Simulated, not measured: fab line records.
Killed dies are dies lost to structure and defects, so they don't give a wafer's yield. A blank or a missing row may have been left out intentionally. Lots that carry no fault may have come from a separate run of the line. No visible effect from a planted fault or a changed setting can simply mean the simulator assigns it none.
Which tool is to blame? | flow gf180mcu | 39 wafers from 13 lots sampled at 5 of the route's 602 steps

WHAT THE GAUGES SHOWED, per wafer
GF_NWELL_TW_MEAS_11.
lot  | measured    | on            | NWELL_TW
L393 | day 3 09:52 | film-metro-04 | 1557 1550 1560
L394 | day 3 14:05 | film-metro-03 | 1569 1565 1563
L395 | day 3 18:31 | film-metro-04 | 1566 1557 1560
L396 | day 4 04:07 | film-metro-01 | 1570 1570 1581
L397 | day 4 05:04 | film-metro-01 | 1563 1575 1571
L400 | day 4 20:31 | film-metro-01 | 1573 1571 1576
L407 | day 6 13:30 | film-metro-01 | 1571 1570 1574
L409 | day 6 23:22 | film-metro-04 | 1561 1558 1562
L410 | day 7 03:13 | film-metro-01 | 1573 1569 1577
L411 | day 7 11:29 | film-metro-04 | 1561 1561 1566
L413 | day 7 19:58 | film-metro-03 | 1577 1578 1571
L414 | day 8 03:52 | film-metro-04 | 1562 1568 1563
L415 | day 8 08:13 | film-metro-01 | 1564 1564 1560

GF_HV_LDD_TW_MEAS_38.
lot  | measured     | on            | HV_LDD_3_TW
L393 | day 11 14:59 | film-metro-03 | 1441 1442 1438
L394 | day 12 06:42 | film-metro-03 | 1433 1430 1443
L395 | day 12 06:59 | film-metro-01 | 1427 1424 1432
L396 | day 12 22:37 | film-metro-01 | 1432 1426 1430
L397 | day 12 22:59 | film-metro-04 | 1545 1538 1544
L400 | day 14 03:32 | film-metro-01 | 1549 1543 1550
L407 | day 15 23:53 | film-metro-04 | 1540 1532 1536
L409 | day 16 13:49 | film-metro-01 | 1433 1436 1428
L410 | day 16 19:08 | film-metro-03 | 1438 1428 1428
L411 | day 17 07:59 | film-metro-03 | 1433 1435 1432
L413 | day 17 22:14 | film-metro-03 | 1435 1424 1429
L414 | day 18 05:05 | film-metro-03 | 1436 1435 1439
L415 | day 18 14:46 | film-metro-04 | 1441 1434 1439

GF_HV_LDD_RS_MEAS_53: a four-point-probe measurement.
lot  | measured     | on            | HV_LDD_RS (ohm/sq)
L393 | day 12 10:37 | film-metro-03 | 418.2 418.7 418.2
L394 | day 13 02:36 | film-metro-04 | 418.6 418.8 417.8
L395 | day 13 03:10 | film-metro-03 | 417.8 417.7 417.8
L396 | day 13 18:42 | film-metro-04 | 417.3 417.0 417.4
L397 | day 13 18:16 | film-metro-01 | 399.1 398.4 399.2
L400 | day 15 00:27 | film-metro-04 | 398.8 398.5 398.5
L407 | day 16 22:24 | film-metro-04 | 397.8 397.8 397.8
L409 | day 17 12:30 | film-metro-01 | 417.8 418.2 419.2
L410 | day 17 18:52 | film-metro-03 | 417.7 417.2 418.1
L411 | day 18 07:42 | film-metro-04 | 418.0 417.2 417.9
L413 | day 18 22:15 | film-metro-04 | 418.2 418.1 418.2
L414 | day 19 05:23 | film-metro-03 | 416.8 417.9 417.3
L415 | day 19 15:06 | film-metro-01 | 418.8 418.6 418.6

GF_NSD_TW_MEAS_12.
lot  | measured     | on            | NSD_TW
L393 | day 13 10:23 | film-metro-02 | 4277 4285 4284
L394 | day 14 02:53 | film-metro-02 | 4298 4293 4269
L395 | day 14 03:14 | film-metro-02 | 4293 4293 4286
L396 | day 14 20:23 | film-metro-03 | 4202 4209 4230
L397 | day 14 18:58 | film-metro-02 | 4291 4272 4285
L400 | day 16 02:23 | film-metro-03 | 4248 4225 4241
L407 | day 18 00:50 | film-metro-01 | 4230 4272 4262
L409 | day 18 13:55 | film-metro-03 | 4236 4244 4234
L410 | day 18 21:53 | film-metro-02 | 4254 4263 4267
L411 | day 19 11:00 | film-metro-01 | 4278 4235 4257
L413 | day 20 01:25 | film-metro-03 | 4212 4225 4231
L414 | day 20 08:53 | film-metro-01 | 4199 4214 4201
L415 | day 20 18:49 | film-metro-02 | 4263 4231 4247

WHICH TOOL RAN EACH LOT (tool, then ch and the chambers of the sampled wafers, then the start)
lot  | GF_HV_LDD_IMPLANT_33
L393 | implanter-02 ch 0, day 11 14:18
L394 | implanter-02 ch 0, day 12 06:02
L395 | implanter-04 ch 0, day 12 06:18
L396 | implanter-02 ch 0, day 12 21:55
L397 | implanter-04 ch 0, day 12 21:39
L400 | implanter-02 ch 0, day 14 02:23
L407 | implanter-03 ch 0, day 15 22:53
L409 | implanter-02 ch 0, day 16 13:07
L410 | implanter-03 ch 0, day 16 18:27
L411 | implanter-02 ch 0, day 17 07:19
L413 | implanter-02 ch 0, day 17 21:32
L414 | implanter-04 ch 0, day 18 04:25
L415 | implanter-04 ch 0, day 18 14:04
- GF_HV_LDD_IMPLANT_33

AS READ BY THE TOOLS THEMSELVES (means over the sampled wafers that have a number; for cases with no such wafer, the mark the record gives instead)
The record holds no such reading with a usual standard deviation.

THE ANSWER, worked out from the rows above alone
Rule: usual is defined by the lots themselves. The widest of any qualifying gaps counts: lots, ordered by their means at a reading, are off when they make up no more than a third of the lots, leave a main group of 4 or more, and stand apart from it by 3 or more times the standard deviation of that group's means. Not used: any main group whose means are identical at the precision the tables above print for the reading. A lot without any number at a reading at which 4 lots or more have one is off too. Where the step has rows for the other lots, those lots are counted as sound. The gauges are gone through in route order, then the tools' own readings, and for those a lot's mean is taken as printed above. At the first step where some lot is off, the reading lying furthest off is the one used; lots without a number count as furthest.
Off: at GF_HV_LDD_TW_MEAS_38 (HV_LDD_3_TW), L397, L400, L407. For the main group the mean is 1433 and the standard deviation 3.9.
If a tool, at a process step before that reading, ran all the lots that are off and no sound lot after the first of them, it fits. Gauges at GF_HV_LDD_TW_MEAS_38: tried the same way as those tools. No candidate that was tried fits.

WHAT WAS PUT IN BY THE SIMULATOR
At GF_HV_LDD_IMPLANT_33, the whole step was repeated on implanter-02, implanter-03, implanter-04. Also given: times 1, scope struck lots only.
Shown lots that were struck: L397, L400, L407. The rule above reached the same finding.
